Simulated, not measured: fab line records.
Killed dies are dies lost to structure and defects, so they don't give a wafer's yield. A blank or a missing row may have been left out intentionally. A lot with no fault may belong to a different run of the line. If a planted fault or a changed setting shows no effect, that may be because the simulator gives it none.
Split-lot trial -- flow gf180mcu -- on a route of 602 steps: 5 lots, 23 wafers read

== THE SPLIT ==
At GF_HV_LDD_COAT_14 (resist thk 1000 nm), the setting resistThkNm was moved away from the recipe's 1000 nm on 10 of the 23 wafers read, by -5.8% to -4.2%. This setting was run at the recipe's value on the other wafers.

== FROM THE SPLIT TO THE READING: what the file shows between them, 4 steps ==
- GF_HV_LDD_SOFTBAKE_15: time 60 s
- GF_HV_LDD_EXPOSE_16: exposes mask Pplus LV AREA, target cd 400 nm
- GF_HV_LDD_PEB_17
- GF_HV_LDD_DEVELOP_18: develop time 60 s

== THE READING ==
cdNm (nm) at GF_HV_LDD_CD_MEAS_19, where the cd target is 400 nm. On this fab line, fault-free wafers typically give 400.8 nm with a standard deviation of 2.3 nm.

wafer,"tool, chamber at the split","resistThkNm as run, nm",against the recipe,"cdNm, nm",against lot-mates on the recipe
L074.1,"lithoTrack-03, 0",941.9,-5.8%,406.3,+6.3
L074.2,"lithoTrack-03, 0",941.9,-5.8%,405.2,+5.2
L074.4,"lithoTrack-03, 0",1000,recipe,399.7,-
L074.5,"lithoTrack-03, 0",941.9,-5.8%,407.7,+7.7
L074.6,"lithoTrack-03, 0",1000,recipe,400.4,-
L075.1,"lithoTrack-02, 0",942.2,-5.8%,404.9,+6.5
L075.3,"lithoTrack-02, 0",1000,recipe,398.9,-
L075.4,"lithoTrack-02, 0",1000,recipe,397.9,-
L075.5,"lithoTrack-02, 0",942.2,-5.8%,404.2,+5.8
L075.6,"lithoTrack-02, 0",942.2,-5.8%,404.4,+6.0
L082.1,"lithoTrack-02, 0",1000,recipe,399.4,-
L082.2,"lithoTrack-02, 0",1000,recipe,398.6,-
L082.3,"lithoTrack-02, 0",958.3,-4.2%,404.2,+5.0
L082.5,"lithoTrack-02, 0",958.3,-4.2%,404.8,+5.6
L082.6,"lithoTrack-02, 0",1000,recipe,399.6,-
L083.2,"lithoTrack-04, 0",1000,recipe,399.5,-
L083.3,"lithoTrack-04, 0",1000,recipe,399.1,-
L083.4,"lithoTrack-04, 0",943,-5.7%,404.4,+5.1
L083.5,"lithoTrack-04, 0",943,-5.7%,404.6,+5.3
L083.6,"lithoTrack-04, 0",1000,recipe,399.4,-
L084.1,"lithoTrack-03, 0",1000,recipe,401.9,-
L084.2,"lithoTrack-03, 0",1000,recipe,400.4,-
L084.4,"lithoTrack-03, 0",1000,recipe,400.9,-

THE FIT
A straight line over all 23 wafers: cdNm changes by -0.979 nm for each +1% of resistThkNm; r = -0.93; the points scatter about the line by 1.1 nm.
The same after taking each lot's own level away (the mean of its wafers on the recipe; 23 wafers): -1.05 nm for each +1%; r = -0.98; scatter 0.67 nm.
That fit puts the effect of the largest move of resistThkNm on the reading at 6.1 nm.
The span of the lots' own levels, 398.40 to 401.07 nm, comes to 1.2 times the standard deviation stated above.
Consequently the slope shifts little with the lot-to-lot level, the two slopes agreeing.
Check: for one of the wafers moved furthest among these (-5.8%), held out of the fit, the line's prediction against its lot-mates is +6.15 nm. Against them it came out at +6.25 nm.

== OTHER SPLITS ON THESE WAFERS ==
Other splits were also applied to these wafers ahead of the reading. Each is held against what the fit with the lots' levels taken away leaves over:
other split on the same wafers,wafers away from the commonest value,r with cdNm (lot level and that fit taken away)
GF_DUAL_GATE_STRIP_13 powerW,5,-0.09
GF_HV_LDD_EXPOSE_04 doseMj,11,+0.15

== THE WHOLE CHAIN: every reading that the file lists as answering this split, in the file's order ==
step,what it does,reading,change (the file's fit),r (the file's)
GF_HV_LDD_COAT_14,resist thk 1000 nm,"NOVOLAK_of_HV_LDD_COAT_14.thkNm (the simulator's own value, which no gauge read)",+10.1 nm for each +1% of the setting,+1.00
GF_HV_LDD_CD_MEAS_19,target cd 400 nm,cdNm,-1.06 nm for each +1% of the setting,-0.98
GF_HV_LDD_STRIP_22,strips in O2/N2,stripTimeToEndpointS,"withheld for each +1% of the setting, in a fit together with platenTempC@HV_LDD_STRIP_22",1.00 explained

== FILE'S OWN FIT ==
cdNm changes by -1.06 nm for each +1% of resistThkNm, r = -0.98.
